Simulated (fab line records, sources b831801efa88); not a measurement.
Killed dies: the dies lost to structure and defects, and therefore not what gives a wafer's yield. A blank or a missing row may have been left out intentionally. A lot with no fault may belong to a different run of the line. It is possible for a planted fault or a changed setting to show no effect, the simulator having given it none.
Which of the tools did it? ; flow gf180mcu ; 6 lots, 18 wafers sampled, at 3 steps of a route of 602

WHAT THE GAUGES READ, wafer by wafer
GF_VT_IMPLANT_TW_MEAS_32.
lot;measured;on;VT_IMPLANT_3_TW
L785;day 7 16:04;film-metro-02;268.7 267.6 268.5
L787;day 8 03:50;film-metro-04;268.0 268.9 266.4
L790;day 9 02:01;film-metro-02;266.8 264.6 266.2
L793;day 9 20:50;film-metro-03;264.8 266.3 267.7
L797;day 11 00:14;film-metro-04;331.6 331.9 331.5 331.7 330.6 330.4
L799;day 11 11:31;film-metro-02;267.0 266.3 265.0

EACH LOT AND THE TOOL THAT RAN IT (in order: tool; ch and the chambers of the sampled wafers; start)
lot;GF_STI_STRIP_15;GF_VT_IMPLANT_IMPLANT_30
L785;plasma-asher-03 ch 0,1, day 2 12:48;implanter-03 ch 0, day 7 15:49
L787;plasma-asher-01 ch 0,1, day 2 22:14;implanter-01 ch 0, day 8 03:37
L790;plasma-asher-03 ch 0,1, day 3 14:21;implanter-01 ch 0, day 9 01:46
L793;plasma-asher-03 ch 0,1, day 4 05:07;implanter-04 ch 0, day 9 20:36
L797;plasma-asher-03 ch 0,1, day 5 02:48;implanter-03 ch 0, day 10 23:31
L799;plasma-asher-03 ch 0,1, day 5 12:28;implanter-04 ch 0, day 11 11:16
- GF_STI_STRIP_15: strips in O2/N2.
- GF_VT_IMPLANT_IMPLANT_30

THE ANSWER, worked out from the rows above alone
Rule: the lots themselves supply what counts as usual. The widest of any qualifying gaps counts: lots, ordered by their means at a reading, are off when they make up no more than a third of the lots, leave a main group of 4 or more, and stand apart from it by 3 or more times the standard deviation of that group's means. A main group whose means are all the same, to the digits that the tables above print for the reading, isn't used. Also off: a lot with no number at a reading for which 4 or more lots have one. The other lots that the step has rows for count as sound.
Off: at GF_VT_IMPLANT_TW_MEAS_32 (VT_IMPLANT_3_TW), L797. For the main group the mean is 266.9 and the standard deviation 0.97.
A tool fits if, at a process step before that reading, it ran every lot that is off, and no sound lot after the first of them. Gauges at GF_VT_IMPLANT_TW_MEAS_32: tried the same way as those tools. Undecided on this evidence; 2 tools fit (implanter-03 at GF_VT_IMPLANT_IMPLANT_30, film-metro-04 at GF_VT_IMPLANT_TW_MEAS_32).

WHAT WAS PUT IN BY THE SIMULATOR
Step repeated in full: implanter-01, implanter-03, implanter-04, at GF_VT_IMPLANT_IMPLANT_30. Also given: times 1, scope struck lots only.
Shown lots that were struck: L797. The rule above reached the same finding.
